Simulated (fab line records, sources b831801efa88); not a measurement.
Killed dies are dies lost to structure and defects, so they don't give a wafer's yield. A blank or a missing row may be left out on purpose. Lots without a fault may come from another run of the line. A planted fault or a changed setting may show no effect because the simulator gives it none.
fab line records | flow sky130
record lots=12 wafers=36 last_day=50
route steps=708 shown METAL2@487 VIA2@508 METAL3@533 PAD_OPEN@708
lots that met no fault: from a run of the same line without faults
start_h: hours from the record's first day to the start of the lot's first wafer shown | wait_h: hours since the lot's step before | " the same as in the row above | L1.1+2: a row that stands for several wafers | - no value, or no start given | * or withheld: withheld | < > ~ a bound
route shown NAME@n: a module of which the file shows steps, and the number in the route of the first | usual: mean/standard deviation of fault-free wafers | same: alike in all rows | chamber/n: place in a boat | sites: the reading at each site | _std_site: their standard deviation | _edge_site: outer sites' mean less inner sites' | radius_mm: how far each site lies from the wafer's centre | mask NAME#n: copy n | behind: the tool/chamber that last shaped the wafer | hold: why the lot was held/for how many hours/how that ended | device: the transistor (n, p or np) that didn't switch | end of line: the same wafers' tests at the end of the route | a step without rows: its recipe alone | killed: dies lost to structure and defects at the first sort, not the wafer's yield | map: a wafer's dies, x killed, . not, _ none there
set.NAME: the setting as run; set.NAME@STEP: as run at that earlier step | model.NAME: the simulator's own value behind a step, which no gauge read
steps of the route over a sample of lots; a table a step, a row a wafer
services: from which hour (start_h, from the record's first day; less than 0 if before it) a tool's chamber was out of use, for how many hours, and why
## steps
# step SKY_METAL2_SPUTTER_04
# recipe material=TiN target_thk_nm=70 power_w=6500 time_s=58.3 chamber_pressure_pa=0.4
# usual chamber_pressure_pa=0.3999/0.00084 throttle_valve_pct=30.0/0.73
# columns lot.wafer tool chamber start_h wait_h chamber_pressure_pa throttle_valve_pct
L552.3 pvd_sputter-02 - 830.28 0.0 0.4005 30.9
L552.4 " - " " 0.3992 29.0
L552.6 " - " " 0.4006 29.2
L554.2 pvd_sputter-04 - 845.62 0.0 0.4011 30.5
L554.3 " - " " 0.3978 30.0
L554.6 " - " " 0.3988 30.1
L556.3 pvd_sputter-03 - 855.12 0.0 0.3997 31.2
L556.4 " - " " 0.3986 28.7
L556.5 " - " " 0.3994 30.9
L555.4 pvd_sputter-04 - 856.17 0.0 0.3990 30.4
L555.5 " - " " 0.3990 30.5
L555.6 " - " " 0.4002 30.0
L557.2 pvd_sputter-04 - 866.56 0.0 0.3991 29.4
L557.4 " - " " 0.3995 30.2
L557.5 " - " " 0.3990 29.5
L560.2 pvd_sputter-02 - 882.31 0.0 0.4004 30.9
L560.3 " - " " 0.4002 29.9
L560.6 " - " " 0.4001 30.0
L562.3 pvd_sputter-04 - 908.45 0.0 0.3988 29.8
L562.4 " - " " 0.4004 30.5
L562.5 " - " " 0.3984 30.3
L566.2 pvd_sputter-02 - 929.70 0.0 0.3983 30.7
L566.3 " - " " 0.3991 30.9
L566.4 " - " " 0.3995 29.0
L567.2 pvd_sputter-02 - 931.41 0.0 0.4000 28.8
L567.3 " - " " 0.4003 31.0
L567.4 " - " " 0.3997 30.4
L568.3 pvd_sputter-04 - 940.68 0.0 0.4005 30.2
L568.4 " - " " 0.4004 29.6
L568.5 " - " " 0.3993 29.4
L569.2 pvd_sputter-02 - 945.65 0.0 0.4001 29.7
L569.4 " - " " 0.3986 30.8
L569.6 " - " " 0.4008 30.8
L570.1 pvd_sputter-02 - 963.40 0.0 0.4001 29.2
L570.4 " - " " 0.4006 30.5
L570.6 " - " " 0.4004 30.6
# step SKY_VIA2_THK_MEAS_01
# recipe reads=SiO2_of_VIA2_HDPCVD_00
# usual VIA2_HDPCVD_THK=1185/14
# columns lot.wafer tool chamber start_h wait_h VIA2_HDPCVD_THK[nm]
L552.3 film_metro-03 - 857.54 0.1 1166
L552.4 " - " " 1175
L552.6 " - " " 1194
L554.2 film_metro-02 - 872.64 0.1 1188
L554.3 " - " " 1182
L554.6 " - " " 1162
L556.3 film_metro-03 - 882.29 0.1 1181
L556.4 " - " " 1185
L556.5 " - " " 1196
L555.4 film_metro-03 - 883.58 0.0 1175
L555.5 " - " " 1158
L555.6 " - " " 1195
L557.2 film_metro-04 - 893.14 0.1 1194
L557.4 " - " " 1205
L557.5 " - " " 1177
L560.2 film_metro-03 - 909.12 0.1 1172
L560.3 " - " " 1185
L560.6 " - " " 1171
L562.3 film_metro-02 - 933.74 0.1 1188
L562.4 " - " " 1200
L562.5 " - " " 1190
L566.2 film_metro-02 - 956.41 0.1 1170
L566.3 " - " " 1207
L566.4 " - " " 1173
L567.2 film_metro-03 - 958.23 0.1 1211
L567.3 " - " " 1188
L567.4 " - " " 1212
L568.3 film_metro-04 - 967.38 0.1 1204
L568.4 " - " " 1178
L568.5 " - " " 1189
L569.2 film_metro-02 - 970.99 0.1 1187
L569.4 " - " " 1182
L569.6 " - " " 1184
L570.1 film_metro-03 - 988.91 0.1 1202
L570.4 " - " " 1174
L570.6 " - " " 1184
# step SKY_METAL3_SPUTTER_01
# recipe material=TiN target_thk_nm=20 power_w=6500 time_s=16.7 chamber_pressure_pa=0.4
# usual chamber_pressure_pa=0.4000/0.00086 throttle_valve_pct=29.8/0.59
# columns lot.wafer tool chamber start_h wait_h chamber_pressure_pa throttle_valve_pct
L552.3 pvd_sputter-04 - 884.63 0.0 0.4003 29.4
L552.4 " - " " 0.3992 30.6
L552.6 " - " " 0.4015 30.2
L554.2 pvd_sputter-04 - 900.78 0.0 0.4004 30.2
L554.3 " - " " 0.4010 29.4
L554.6 " - " " 0.3998 29.7
L556.3 pvd_sputter-04 - 909.70 0.0 0.3996 30.1
L556.4 " - " " 0.4002 30.8
L556.5 " - " " 0.4004 29.3
L555.4 pvd_sputter-04 - 910.81 0.0 0.3982 29.6
L555.5 " - " " 0.4003 29.6
L555.6 " - " " 0.4004 30.5
L557.2 pvd_sputter-04 - 920.28 0.0 0.4415 29.2
L557.4 " - " " 0.4404 28.5
L557.5 " - " " 0.4403 28.8
L560.2 pvd_sputter-04 - 936.48 0.0 0.4410 29.1
L560.3 " - " " 0.4397 28.5
L560.6 " - " " 0.4416 29.1
L562.3 pvd_sputter-04 - 960.72 0.0 0.4403 28.3
L562.4 " - " " 0.4400 29.0
L562.5 " - " " 0.4393 28.2
L566.2 pvd_sputter-02 - 982.46 0.0 0.4033 29.2
L566.3 " - " " 0.3999 30.1
L566.4 " - " " 0.4020 30.8
L567.2 pvd_sputter-02 - 984.12 0.0 0.3996 30.7
L567.3 " - " " 0.3991 30.0
L567.4 " - " " 0.4002 28.8
L568.3 pvd_sputter-01 - 993.14 0.0 0.3992 30.0
L568.4 " - " " 0.3993 29.7
L568.5 " - " " 0.3986 30.3
L569.2 pvd_sputter-01 - 996.46 0.0 0.4011 28.7
L569.4 " - " " 0.3993 30.4
L569.6 " - " " 0.3992 30.2
L570.1 pvd_sputter-04 - 1013.87 0.0 0.4005 29.3
L570.4 " - " " 0.4003 30.7
L570.6 " - " " 0.3993 29.4
# step SKY_METAL3_SPUTTER_03
# recipe material=Ti target_thk_nm=5 power_w=3000 time_s=3.3 chamber_pressure_pa=0.4
# usual chamber_pressure_pa=0.4001/0.00072 throttle_valve_pct=29.8/0.61
# columns lot.wafer tool chamber start_h wait_h chamber_pressure_pa throttle_valve_pct
L552.3 pvd_sputter-04 - 884.69 0.0 0.3990 29.5
L552.4 " - " " 0.3985 30.4
L552.6 " - " " 0.4003 30.0
L554.2 pvd_sputter-04 - 900.84 0.0 0.3990 30.7
L554.3 " - " " 0.4005 29.5
L554.6 " - " " 0.4008 30.0
L556.3 pvd_sputter-04 - 909.76 0.0 0.4005 30.2
L556.4 " - " " 0.3996 30.5
L556.5 " - " " 0.4011 29.5
L555.4 pvd_sputter-04 - 910.87 0.0 0.4004 29.5
L555.5 " - " " 0.4005 29.5
L555.6 " - " " 0.4001 30.3
L557.2 pvd_sputter-04 - 920.35 0.0 0.4016 30.5
L557.4 " - " " 0.4008 29.9
L557.5 " - " " 0.4007 30.4
L560.2 pvd_sputter-04 - 936.54 0.0 0.3999 30.8
L560.3 " - " " 0.4001 29.8
L560.6 " - " " 0.4002 30.4
L562.3 pvd_sputter-04 - 960.78 0.0 0.3998 30.2
L562.4 " - " " 0.4002 30.5
L562.5 " - " " 0.4004 29.9
L566.2 pvd_sputter-02 - 982.53 0.0 0.4009 29.2
L566.3 " - " " 0.4006 30.0
L566.4 " - " " 0.3998 31.0
L567.2 pvd_sputter-02 - 984.18 0.0 0.4001 30.8
L567.3 " - " " 0.3998 29.9
L567.4 " - " " 0.4018 29.1
L568.3 pvd_sputter-01 - 993.21 0.0 0.4007 30.0
L568.4 " - " " 0.3994 29.7
L568.5 " - " " 0.4001 30.4
L569.2 pvd_sputter-01 - 996.52 0.0 0.4000 28.9
L569.4 " - " " 0.3995 30.1
L569.6 " - " " 0.4008 30.1
L570.1 pvd_sputter-04 - 1013.93 0.0 0.4001 29.3
L570.4 " - " " 0.3987 30.6
L570.6 " - " " 0.3998 29.5
# step SKY_PAD_OPEN_PROBE_99
# usual defect_limited_yield=82.5/1.9 killed_at_M0_to_M3=43/6.7 killed_at_M4_up=3.2/1.9 killed_at_contacts=24/5.9 killed_at_front_end=15/4.1 killed_at_other=0.3/0.56 killed_dies=86/9.5 killed_open=47/7.4 killed_short=39/5.5 sort_bin_3_pad_short=0.8/0.4 sort_bin_5_function=10.4/1.4 sort_bin_6_memory=6.2/1.2 sort_n_pass=406/9.5 sort_yield_pct=82.5/1.9
# same gross_dies=492 killed_at_back_side=0 sort_bin_4_leakage[%]=0 sort_bin_8_speed[%]=0
# columns lot.wafer tool chamber start_h wait_h defect_limited_yield[%] killed_at_M0_to_M3 killed_at_M4_up killed_at_contacts killed_at_front_end killed_at_other killed_dies killed_open killed_short sort_bin_3_pad_short[%] sort_bin_5_function[%] sort_bin_6_memory[%] sort_n_pass sort_yield_pct[%]
L557.2 prober-01 - 1131.68 0.1 80.5 56 4 26 10 0 96 50 46 1.0 10.2 8.3 396 80.5
L557.4 prober-01 - 1131.78 0.2 81.9 47 4 21 17 0 89 52 37 1.0 10.4 6.7 403 81.9
L557.5 prober-01 - 1131.83 0.2 78.0 57 10 28 12 1 108 52 56 1.4 13.2 7.3 384 78.0
L562.3 prober-01 - 1162.30 0.2 83.5 39 2 25 14 1 81 42 39 1.0 9.1 6.3 411 83.5
L562.4 prober-01 - 1162.35 0.2 81.3 42 1 34 15 0 92 50 42 1.0 11.0 6.7 400 81.3
L562.5 prober-01 - 1162.40 0.2 82.9 37 2 25 19 1 84 40 44 1.0 11.6 4.5 408 82.9
L566.2 prober-01 - 1176.59 0.1 81.7 49 3 22 16 0 90 61 29 0.8 10.2 7.3 402 81.7
L566.3 prober-01 - 1176.64 0.2 81.9 50 2 25 12 0 89 50 39 0.6 12.0 5.5 403 81.9
L566.4 prober-01 - 1176.69 0.2 80.9 47 7 26 14 0 94 53 41 0.6 12.2 6.3 398 80.9
# killed by level:class
L557.2 VIA1:geometric_particle:open=10 CONTACT:geometric_particle:open=8 LI_CONTACT:geometric_particle:short=7 VIA3:geometric_particle:open=7 VIA2:geometric_particle:open=7 METAL2:geometric_particle:short=6 LI_CONTACT:geometric_particle:open=6 METAL3:geometric_particle:short=6
L557.4 VIA1:geometric_particle:open=12 VIA3:geometric_particle:open=10 VIA2:geometric_particle:open=8 CONTACT:geometric_particle:open=8 METAL2:geometric_particle:short=6 POLY_GATE:geometric_particle:short=5 LI_CONTACT:geometric_particle:open=5 CONTACT:geometric_particle:short=4
L557.5 CONTACT:geometric_particle:open=12 VIA1:geometric_particle:open=12 METAL1:geometric_particle:short=11 METAL2:geometric_particle:short=11 METAL4:geometric_particle:short=8 CONTACT:geometric_particle:short=6 LI_CONTACT:geometric_particle:open=5 VIA1:geometric_particle:short=5
L562.3 CONTACT:geometric_particle:open=9 METAL1:geometric_particle:short=7 VIA1:geometric_particle:open=7 LI_CONTACT:geometric_particle:open=6 VIA2:geometric_particle:open=6 VIA3:geometric_particle:open=5 LOCAL_INTERCONNECT:geometric_particle:short=4 CONTACT:geometric_particle:short=4
L562.4 LI_CONTACT:geometric_particle:open=12 VIA1:geometric_particle:open=11 CONTACT:geometric_particle:open=9 METAL1:geometric_particle:short=7 VIA2:geometric_particle:open=6 CONTACT:geometric_particle:short=5 LI_CONTACT:geometric_particle:short=4 LOCAL_INTERCONNECT:geometric_particle:short=4
L562.5 VIA1:geometric_particle:open=10 VIA3:geometric_particle:open=8 CONTACT:geometric_particle:open=7 FIELD_ISO:geometric_particle:short=6 POLY_GATE:geometric_particle:open=6 LOCAL_INTERCONNECT:geometric_particle:short=6 METAL1:geometric_particle:short=5 METAL2:geometric_particle:short=5
L566.2 VIA1:geometric_particle:open=17 LI_CONTACT:geometric_particle:open=9 CONTACT:geometric_particle:open=8 VIA2:geometric_particle:open=7 VIA3:geometric_particle:short=7 VIA3:geometric_particle:open=6 FIELD_ISO:geometric_particle:open=5 POLY_GATE:geometric_particle:open=5
L566.3 VIA1:geometric_particle:open=16 LOCAL_INTERCONNECT:geometric_particle:short=7 VIA2:geometric_particle:open=7 CONTACT:geometric_particle:short=6 CONTACT:geometric_particle:open=6 LI_CONTACT:geometric_particle:open=5 VIA1:geometric_particle:short=5 METAL2:geometric_particle:short=5
L566.4 VIA1:geometric_particle:open=14 VIA3:geometric_particle:open=9 CONTACT:geometric_particle:open=9 LI_CONTACT:geometric_particle:open=6 LOCAL_INTERCONNECT:geometric_particle:short=6 VIA1:geometric_particle:short=5 VIA2:geometric_particle:short=4 VIA2:geometric_particle:open=4
## services
# columns tool chamber start_h hours kind
pvd_sputter-01 - 831.88 1.1 repair
pvd_sputter-01 - 861.93 0.6 repair
pvd_sputter-04 - 887.68 1.5 repair
pvd_sputter-01 - 895.57 10.5 repair
pvd_sputter-02 - 908.03 4.5 repair
pvd_sputter-04 - 988.89 3.6 repair
## key
first_sign step=SKY_METAL3_SPUTTER_01 reading=chamber_pressure_pa direction=up sigmas=47 usual=0.4000 struck=0.4404
effect step=SKY_METAL3_SPUTTER_01 reading=throttle_valve_pct direction=down sigmas=1.9 usual=29.8 struck=28.7
met_at SKY_METAL3_SPUTTER_01
struck_lots L557,L560,L562
not_acting_at SKY_METAL2_SPUTTER_04,SKY_VIA2_THK_MEAS_01,SKY_METAL3_SPUTTER_03
onset_between 910.81 920.28
fault kind=process_parameter_drift tool=pvd_sputter-04 chamber=- onset_h=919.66 steps=SKY_METAL3_SPUTTER_01 channel=chamber_pressure_pa offset=0.040124 shape=step end_h=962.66 acts_in=these_recipes_only stated=0.4
